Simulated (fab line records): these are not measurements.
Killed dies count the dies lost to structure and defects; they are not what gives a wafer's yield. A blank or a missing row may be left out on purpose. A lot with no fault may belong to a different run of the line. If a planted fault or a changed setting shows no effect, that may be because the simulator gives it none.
Which tool is to blame? / flow sky130 / 18 wafers from 6 lots sampled at 2 of the route's 708 steps

## WHAT EACH GAUGE READ, for each wafer
SKY_PASSIVATION_THK_MEAS_03.
lot=L594; measured=day 45 07:44; on=filmMetro-02; PASSIVATION_CVD_02_THK (nm)=536 540 548
lot=L595; measured=day 45 11:01; on=filmMetro-02; PASSIVATION_CVD_02_THK (nm)=525 544 543
lot=L598; measured=day 46 15:59; on=filmMetro-03; PASSIVATION_CVD_02_THK (nm)=536 421 549 536 421 549
lot=L604; measured=day 47 19:36; on=filmMetro-03; PASSIVATION_CVD_02_THK (nm)=526 534 534
lot=L606; measured=day 48 16:37; on=filmMetro-01; PASSIVATION_CVD_02_THK (nm)=535 545 547
lot=L612; measured=day 49 09:08; on=filmMetro-01; PASSIVATION_CVD_02_THK (nm)=535 536 535

## TOOL THAT RAN EACH LOT (tool first, then ch and the chambers of the sampled wafers, then the start)
lot=L594; SKY_PASSIVATION_CVD_02=pecvd-04 ch 1,2, day 45 07:24
lot=L595; SKY_PASSIVATION_CVD_02=pecvd-02 ch 0,1,2, day 45 10:46
lot=L598; SKY_PASSIVATION_CVD_02=pecvd-04 ch 0,2, day 46 15:46
lot=L604; SKY_PASSIVATION_CVD_02=pecvd-02 ch 0,1, day 47 19:22
lot=L606; SKY_PASSIVATION_CVD_02=pecvd-03 ch 1,2, day 48 16:22
lot=L612; SKY_PASSIVATION_CVD_02=pecvd-03 ch 0,1,2, day 49 08:55
- SKY_PASSIVATION_CVD_02: deposits Si3N4, target thk 540 nm.

## THE ANSWER, worked out from the rows above alone
Rule: the lots themselves supply what counts as usual. The widest of any qualifying gaps counts: lots, ordered by their means at a reading, are off when they make up no more than a third of the lots, leave a main group of 4 or more, and stand apart from it by 3 or more times the standard deviation of that group's means. A main group is skipped when, at the precision printed for the reading in the tables above, its means are all equal. Also off: a lot with no number at a reading for which 4 or more lots have one. Where the step has rows for the other lots, those lots are counted as sound.
Off: L598, seen at SKY_PASSIVATION_THK_MEAS_03 (PASSIVATION_CVD_02_THK). The main group: mean 538 nm, standard deviation 4.
A tool fits if, at a process step before that reading, it ran every lot that is off, and no sound lot after the first of them. The gauges at SKY_PASSIVATION_THK_MEAS_03 are tried like those tools. One fits: pecvd-04 at SKY_PASSIVATION_CVD_02. Its last sound lot is L594 (day 45 07:24), its first lot that is off L598 (day 46 15:46): a fault that began between those two fits.

## WHAT WAS PUT IN BY THE SIMULATOR
pecvd-04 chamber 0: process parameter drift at SKY_PASSIVATION_CVD_02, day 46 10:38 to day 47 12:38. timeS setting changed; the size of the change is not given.
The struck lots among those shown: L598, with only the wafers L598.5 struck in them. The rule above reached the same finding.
